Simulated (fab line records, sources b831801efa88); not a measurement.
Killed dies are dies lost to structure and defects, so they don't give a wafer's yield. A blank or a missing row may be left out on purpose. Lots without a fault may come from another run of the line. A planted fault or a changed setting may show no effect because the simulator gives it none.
A struck lot beside a sound one | flow sfq_line | 21 steps out of a route of 325
Sound: wafers L255.1, L255.2, L255.4. Struck: wafers L249.1, L249.2, L249.3. The cause comes at the end.
At each step with rows: each side's tool, then ch and its chambers, then its first start. Under that, the readings that differ: sound wafers | struck wafers | difference of the means | sigmas: that difference in standard deviations of wafers without a fault.
alike: readings whose means differ by less than 2 such deviations, and words and numbers that are the same on both sides. not compared: withheld readings, readings that some wafer has no value for, bounds like >300 that may hide the same value, and numbers for which the record gives no deviation and whose values overlap.
The two part at a step that has a row with sigmas, a row that says differs or no value, or rows on one side only. Numbers that don't overlap but have no deviation are shown without sigmas and don't part them. A reading that every wafer of one side lacks parts them only if that side has two wafers or more.

SFQ_TRILAYER_I4_VIA_BARC_OPEN_VIA_ETCH_146: etches BARC in O2, target depth 125 nm, time 41.7 s.
  sound on rie_diel-03 ch 1,2,3, day 56 02:39; struck on rie_diel-01 ch 0,2,3, day 55 03:56
  alike: drypump_motor_current_A, oes_product_au
  not compared: rf_hours_counter_h
SFQ_TRILAYER_I4_VIA_ETCH_VIA_ETCH_106: etches SiO2 in CHF3, stops on Nb, target depth 260 nm.
  sound on rie_diel-03 ch 1,2,3, day 56 02:41; struck on rie_diel-01 ch 0,2,3, day 55 03:58
  alike: drypump_motor_current_A, oes_product_au
SFQ_TRILAYER_I4_VIA_STRIP_STRIP_107: strips in O2.
  sound on rie_metal-04 ch 0,1, day 56 02:49; struck on rie_metal-04 ch 0,1, day 55 04:05
  alike: drypump_motor_current_A, oes_product_au, platen_temp_c
  not compared: rf_hours_counter_h
then, 3 steps without rows for these wafers: SFQ_TRILAYER_I4_VIA_STRIP_SOLV_CLEAN_108 (cleans in NMP, time 600 s); SFQ_TRILAYER_JJ_TRILAYER_DEP_PRE_CLEAN_113 (time 22.5 s); SFQ_TRILAYER_JJ_TRILAYER_DEP_SPUTTER_109 (material Nb, target thk 150 nm, time 100 s).
SFQ_TRILAYER_JJ_TRILAYER_DEP_SPUTTER_110: material Al, target thk 8 nm, time 10.16 s.
  sound on pvd_sputter-03, day 56 03:41; struck on pvd_sputter-03, day 55 04:58
  alike: base_pressure_pa, chamber_pressure_pa, throttle_valve_pct
then, 1 step without rows for these wafers: SFQ_TRILAYER_JJ_TRILAYER_DEP_AL_OXIDATION_111 (oxidation time 600 s).
SFQ_TRILAYER_JJ_TRILAYER_DEP_SPUTTER_112: material Nb, target thk 170 nm, time 113.3 s.
  sound on pvd_sputter-03, day 56 04:42; struck on pvd_sputter-03, day 55 05:59
  alike: base_pressure_pa, chamber_pressure_pa, throttle_valve_pct
SFQ_JJ_RS_MEAS_929: measures by four-point-probe.
  sound on film_metro-03, day 56 04:47; struck on film_metro-02, day 55 06:04
  alike: JJ_NB_RS
then, 1 step without rows for these wafers: SFQ_TRILAYER_JJ_CE_LITHO_COAT_119 (resist thk 62 nm).
SFQ_TRILAYER_JJ_CE_LITHO_COAT_114: resist thk 600 nm.
  sound on litho_track-04 ch 0, day 56 05:16; struck on litho_track-02 ch 0, day 55 06:32
  reading                                                | sound             | struck            | difference | sigmas
  model.KrF_of_TRILAYER_JJ_CE_LITHO_COAT_114.thk_nm (nm) | 601.4 598.2 599.8 | 613.8 613.4 612.6 | +13.5      |
then, 4 steps without rows for these wafers: SFQ_TRILAYER_JJ_CE_LITHO_SOFTBAKE_118; SFQ_TRILAYER_JJ_CE_LITHO_EXPOSE_115 (exposes mask J5, target cd 700 nm); SFQ_TRILAYER_JJ_CE_LITHO_PEB_117 (peb time 60 s); SFQ_TRILAYER_JJ_CE_LITHO_DEVELOP_116 (time 60 s).
-- the record jumps here: 5 days lie between the struck wafers' starts before and after --
SFQ_JJ_OVL_MEAS_931:
  sound on overlay-02, day 61 18:16; struck on overlay-02, day 60 06:20
  alike: J5_OVL
then, 2 steps without rows for these wafers: SFQ_TRILAYER_JJ_CE_METRO_MEASURE_117; SFQ_TRILAYER_JJ_CE_BARC_OPEN_RIE_150 (chemistry O2, target BARC, target depth 240 nm, time 80 s).
SFQ_TRILAYER_JJ_CE_ETCH_RIE_118: chemistry SF6, target Nb, stops on Al2O3, time 97.7 s, target depth 170 nm.
  sound on rie_metal-01 ch 0,1, day 61 19:35; struck on rie_metal-02 ch 0,1, day 60 07:40
  reading                                                | sound           | struck          | difference | sigmas
  model.KrF_of_TRILAYER_JJ_CE_LITHO_COAT_114.thk_nm (nm) | 476.6 474.5 476 | 492.9 490.8 491 | +15.9      |
  alike: drypump_motor_current_A, oes_product_au
  not compared: rf_hours_counter_h
then, 1 step without rows for these wafers: SFQ_TRILAYER_JJ_ANODIZE_ANODIZE_119.

WHERE THEY PART
Nowhere in this record.

WHY: what the simulator had put in
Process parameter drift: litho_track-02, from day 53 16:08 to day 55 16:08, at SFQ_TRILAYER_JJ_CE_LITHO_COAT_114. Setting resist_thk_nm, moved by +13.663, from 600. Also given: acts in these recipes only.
